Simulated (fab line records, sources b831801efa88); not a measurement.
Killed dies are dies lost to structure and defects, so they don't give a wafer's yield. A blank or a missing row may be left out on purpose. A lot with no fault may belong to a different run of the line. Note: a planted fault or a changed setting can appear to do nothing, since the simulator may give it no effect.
A single fault, viewed from 2 desks / flow sky130 / each desk has only its own numbers; what lay behind them comes last

## AT THE TOOL OWNER'S DESK: implanter-03
The tool's own readings at SKY_NWELL_IMPLANT_11, given as means over the sampled wafers that have a number, one for each lot that went through this tool. Marked OUT: a lot whose mean sits more than 4 standard deviations from the usual mean, which makes it out of limits; the brackets give that distance.
Columns: A = beam on s at SKY_NWELL_IMPLANT_11, usual 9.99 s; B = faraday current uA at SKY_NWELL_IMPLANT_11, usual 107.2
lot=L354; first seen here=day 4 16:34; A=10.02; B=106.8
lot=L355; first seen here=day 4 20:45; A=10.03; B=106.9
lot=L356; first seen here=day 5 00:40; A=9.96; B=107.4
lot=L358; first seen here=day 5 14:10; A=9.80; B=109.1
lot=L359; first seen here=day 5 16:47; A=9.97; B=107.2
lot=L361; first seen here=day 6 05:25; A=9.44; B=114.9
lot=L363; first seen here=day 6 17:14; A=8.92 (-5.4) OUT; B=121.4 (+6.7) OUT
lot=L374; first seen here=day 9 11:43; A=9.91; B=107.9
lot=L376; first seen here=day 10 08:23; A=10.00; B=107.3
This desk's verdict: out of limits on L363, starting with L363 at day 6 17:14 (beam on s at SKY_NWELL_IMPLANT_11). In limits: L354, L355, L356, L358, L359, L361, L374, L376.

## AT THE METROLOGY DESK
What the gauges read, lot by lot, whatever tool the lot ran on: means of the sampled wafers that have a number. Marked OUT: a lot whose mean sits more than 4 standard deviations from the usual mean, which makes it out of limits; the brackets give that distance.
Columns: A = NWELL_TW at SKY_NWELL_TW_MEAS_15, usual 1825; B = NWELL_RS at SKY_NWELL_RS_MEAS_29, usual 624.0 ohm/sq; C = VT_ADJUST_HVTP_OVL at SKY_VT_ADJUST_HVTP_OVL_MEAS_08, usual -0.8 nm
lot=L354; first seen here=day 4 17:07; A=1810; B=624.9; C=-0.7
lot=L355; first seen here=day 4 21:17; A=1815; B=625.2; C=-2.8
lot=L356; first seen here=day 5 01:11; A=1813; B=622.0; C=-0.1
lot=L357; first seen here=day 5 06:22; A=1834; B=623.9; C=-0.1
lot=L358; first seen here=day 5 14:43; A=1826; B=623.9; C=-0.3
lot=L359; first seen here=day 5 17:19; A=1816; B=622.6; C=-2.3
lot=L360; first seen here=day 6 00:13; A=1819; B=623.5; C=0.0
lot=L361; first seen here=day 6 05:58; A=1794; B=651.3 (+16) OUT; C=0.7
lot=L363; first seen here=day 6 17:44; A=1780; B=665.0 (+24) OUT; C=-0.6
lot=L371; first seen here=day 8 20:51; A=1826; B=625.3; C=-1.3
lot=L373; first seen here=day 9 05:01; A=1838; B=623.8; C=-0.5
lot=L374; first seen here=day 9 12:15; A=1829; B=622.4; C=-2.8
lot=L375; first seen here=day 10 02:26; A=1836; B=620.4; C=-2.4
lot=L376; first seen here=day 10 08:56; A=1839; B=623.5; C=0.4
This desk reports L361, L363 out of limits; the earliest was L361 at day 7 01:47 (NWELL_RS at SKY_NWELL_RS_MEAS_29). In limits: L354, L355, L356, L357, L358, L359, L360, L371, L373, L374, L375, L376.

## TAKEN TOGETHER
An alarm could have come from the tool owner's desk at day 6 17:14, on L363.
Metrology desk: alarm possible at day 7 01:47 on L361, L363.
Tool owner's desk: L361 on record, inside its limits.
The lots listed all ran SKY_NWELL_IMPLANT_11 on implanter-03.

## WHAT THE SIMULATOR HAD PUT IN
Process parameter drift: implanter-03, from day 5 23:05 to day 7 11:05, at SKY_NWELL_IMPLANT_11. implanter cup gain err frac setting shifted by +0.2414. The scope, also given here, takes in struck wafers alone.
Struck lots among those shown: L361, L363.
Counting hours from when the fault started, the first reading out of limits came at 18 for the tool owner's desk and at 27 for the metrology desk.
